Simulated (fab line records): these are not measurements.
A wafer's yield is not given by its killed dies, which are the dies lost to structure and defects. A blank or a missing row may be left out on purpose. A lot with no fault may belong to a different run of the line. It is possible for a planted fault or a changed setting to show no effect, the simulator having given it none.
Comparing a struck lot with a sound one | flow sky130 | 43 out of 708 route steps
Sound: the wafers L102.1, L102.2, L102.3. Struck: wafer L111.5 (left out: L111.1, L111.3 of the same lot, which were not struck); the cause appears at the end.
At each step with rows: each side's tool, then ch and its chambers, then its first start. Under that, the readings that differ: sound wafers | struck wafers | difference of the means | sigmas: that difference in standard deviations of wafers without a fault.
alike: a reading whose means differ by less than 2 such deviations, as well as words and numbers matching on both sides. not compared: withheld readings; readings where some wafer has no value; bounds like >300 that might hide an equal value; numbers whose values overlap and for which the record gives no deviation.
The two part at a step that has a row with sigmas, a row that says differs or no value, or rows on one side only. Numbers that don't overlap but have no deviation are shown without sigmas and don't part them. A reading that every wafer of one side lacks parts them only if that side has two wafers or more.

first, 1 step without rows for these wafers: SKY_METAL1_DEVELOP_14 (develop time 60 s).
SKY_METAL1_CD_MEAS_15: target cd 140 nm.
  struck on cd sem-02, day 36 14:40; sound on cd sem-01, day 32 03:03
  reading    | sound             | struck | difference | sigmas
  cd nm (nm) | 141.2 142.7 141.6 | 137.8  | -4.0       | -3
SKY_METAL1_OVL_MEAS_16:
  struck on overlay-02, day 36 14:47; sound on overlay-02, day 32 03:10
  alike: METAL1_OVL
SKY_METAL1_DESCUM_17: chemistry O2, time 8 s.
  sound on rie metal-01 ch 0,1, day 32 03:13; struck on rie metal-04 ch 1, day 36 14:49
  alike: drypump motor current A, oes product au
  not compared: rf hours counter h
then, 2 steps without rows for these wafers: SKY_METAL1_ETCH_18 (etches BARC in N2/H2, stops on SiO2, time 45.9 s, target depth 60 nm); SKY_METAL1_METAL_ETCH_19 (etches the open film in Cl2/BCl3, stops on SiO2, target depth 360 nm, time 78 s).
SKY_METAL1_STRIP_20: strips in O2/N2.
  sound on plasma asher-01 ch 0,1, day 32 03:23; struck on plasma asher-04 ch 1, day 36 15:00
  alike: drypump motor current A, n2 flow sccm, oes product au, strip time to endpoint s
  not compared: rf hours counter h
then, 4 steps without rows for these wafers: SKY_METAL1_STRIP_21 (strips in post etch residue remover, time 1200 s); SKY_METAL1_CLEAN_22 (cleans in IPA, time 180 s); SKY_METAL1_CLEAN_23 (cleans in O3/DIW); SKY_VIA1_HDPCVD_00 (deposits SiO2, target thk 1030 nm, time 171.7 s).
SKY_VIA1_THK_MEAS_01:
  struck on film metro-03, day 36 15:42; sound on film metro-02, day 32 04:08
  alike: VIA1_HDPCVD_THK
SKY_VIA1_CMP_02: polishes SiO2.
  sound on cmp-02 ch 0,2,3, day 32 04:33; struck on cmp-02 ch 1, day 36 15:52
  alike: motor current A, retaining ring pressure frac
SKY_VIA1_BOW_MEAS_03:
  struck on film metro-03, day 36 16:04; sound on film metro-02, day 32 04:51
  reading       | sound     | struck | difference | sigmas
  VIA1_BOW (um) | 91 101 78 | 70     | -20        | -3
then, 8 steps without rows for these wafers: SKY_VIA1_DEHYDRATE_04 (time 60 s); SKY_VIA1_HMDS_05 (prime time 60 s); SKY_VIA1_COAT_06 (resist thk 60 nm); SKY_VIA1_COAT_07 (resist thk 450 nm); SKY_VIA1_SOFTBAKE_08 (time 90 s); SKY_VIA1_EXPOSE_09 (exposes mask VIM, target cd 150 nm); SKY_VIA1_PEB_10; SKY_VIA1_DEVELOP_11 (develop time 60 s).
SKY_VIA1_CD_MEAS_12: target cd 150 nm.
  struck on cd sem-01, day 37 18:09; sound on cd sem-01, day 33 07:35
  alike: cd nm
SKY_VIA1_OVL_MEAS_13:
  struck on overlay-02, day 37 18:16; sound on overlay-01, day 33 07:42
  alike: VIA1_OVL
then, 1 step without rows for these wafers: SKY_VIA1_ETCH_14 (etches BARC in N2/H2, stops on SiO2, time 45.9 s, target depth 60 nm).
SKY_VIA1_ETCH_15: etches SiO2 in C4F8/O2/Ar, stops on TiN, target depth 351 nm, time 54 s.
  sound on rie diel-04 ch 0,2,3, day 33 07:47; struck on rie diel-03 ch 1, day 37 18:21
  alike: bias w, oes product au
  not compared: rf hours counter h
then, 4 steps without rows for these wafers: SKY_VIA1_STRIP_16 (strips in O2/N2); SKY_VIA1_STRIP_17 (strips in post etch residue remover, time 1200 s); SKY_VIA1_CLEAN_18 (cleans in IPA, time 180 s); SKY_VIA1_CLEAN_19 (cleans in O3/DIW).
SKY_VIA1_SPUTTER_20: material TiN, target thk 20 nm, time 80 s.
  struck on pvd sputter-01, day 37 19:24; sound on pvd sputter-04, day 33 08:25
  alike: throttle valve pct
then, 1 step without rows for these wafers: SKY_VIA1_CVD_21 (deposits W, target thk 270 nm, time 80.902 s).
SKY_VIA1_RS_MEAS_22: a four-point-probe measurement.
  struck on film metro-02, day 37 19:38; sound on film metro-01, day 33 08:34
  alike: VIA1_W_RS
SKY_VIA1_THK_MEAS_23: measures by xrf.
  struck on film metro-02, day 37 19:46; sound on film metro-01, day 33 08:41
  alike: VIA1_W_THK
SKY_VIA1_CMP_24: polishes, stops on SiO2, t overpolish 15 s, target thk 0 nm.
  sound on cmp-02 ch 0,2,3, day 33 08:48; struck on cmp-02 ch 0, day 37 19:52
  alike: motor current A, overpolish run s, retaining ring pressure frac, time to endpoint s
then, 5 steps without rows for these wafers: SKY_METAL2_SPUTTER_00 (material Ti, target thk 15 nm, time 10 s); SKY_METAL2_SPUTTER_01 (material TiN, target thk 20 nm, time 16.7 s); SKY_METAL2_SPUTTER_02 (material AlCu, target thk 250 nm, time 13.3 s); SKY_METAL2_SPUTTER_03 (material Ti, target thk 5 nm, time 3.3 s); SKY_METAL2_SPUTTER_04 (material TiN, target thk 70 nm, time 58.3 s).
SKY_METAL2_RS_MEAS_05: a four-point-probe measurement.
  struck on film metro-01, day 37 20:16; sound on film metro-04, day 33 09:11
  alike: METAL2_ALCU_RS
SKY_METAL2_THK_MEAS_06: measures by xrf.
  struck on film metro-01, day 37 20:23; sound on film metro-04, day 33 09:19
  alike: METAL2_ALCU_THK
-- the record jumps here: 11 days lie between the struck wafers' starts before and after (it left off in module METAL2 and takes up again in module PAD_OPEN, whose first step shown is number 708 of the route) --
SKY_PAD_OPEN_PROBE_99:
  struck on prober-02, day 48 09:56; sound on prober-01, day 44 21:50
  reading                               | sound              | struck | difference | sigmas
  defect limited yield (%)              | 79.1 83.1 82.7     | 50.2   | -31.4      | -17
  killed_at_M0_to_M3                    | 51 49 39           | 213    | +167       | +23
  killed dies                           | 103 83 85          | 245    | +155       | +17
  killed on rim                         | 18 21 15           | 46     | +28        | +7
  killed open                           | 66 43 52           | 38     | -16        | -2
  sort_bin_3_pad_short (%)              | 0.4 1.6 1.0        | 2.8    | +1.8       | +4
  sort_bin_5_function (%)               | 13.6 10.2 10.4     | 31.5   | +20.1      | +13
  sort_bin_6_memory (%)                 | 6.9 5.1 5.9        | 15.4   | +9.4       | +9
  sort n pass                           | 389 409 407        | 247    | -155       | -17
  sort yield pct (%)                    | 79.1 83.1 82.7     | 50.2   | -31.4      | -17
  model.etest.tester.sort n pass        | 389 409 407        | 247    | -155       |
  model.etest.tester.sort yield pct (%) | 79.06 83.13 82.72  | 50.2   | -31.4      |
  model.etest.tester.sort_bin_5_pct (%) | 13.62 10.16 10.37  | 31.5   | +20.1      |
  model.etest.tester.sort_bin_6_pct (%) | 6.911 5.081 5.894  | 15.45  | +9.49      |
  model.etest.tester.sort_bin_3_pct (%) | 0.4065 1.626 1.016 | 2.846  | +1.830     |
  alike: killed_at_M4_up, killed at contacts, killed at front end, killed at other, killed short

WHERE THEY PART
Last at SKY_PAD_OPEN_PROBE_99 as far as this record goes, first at SKY_METAL1_CD_MEAS_15.

WHY: the cause the simulator had injected
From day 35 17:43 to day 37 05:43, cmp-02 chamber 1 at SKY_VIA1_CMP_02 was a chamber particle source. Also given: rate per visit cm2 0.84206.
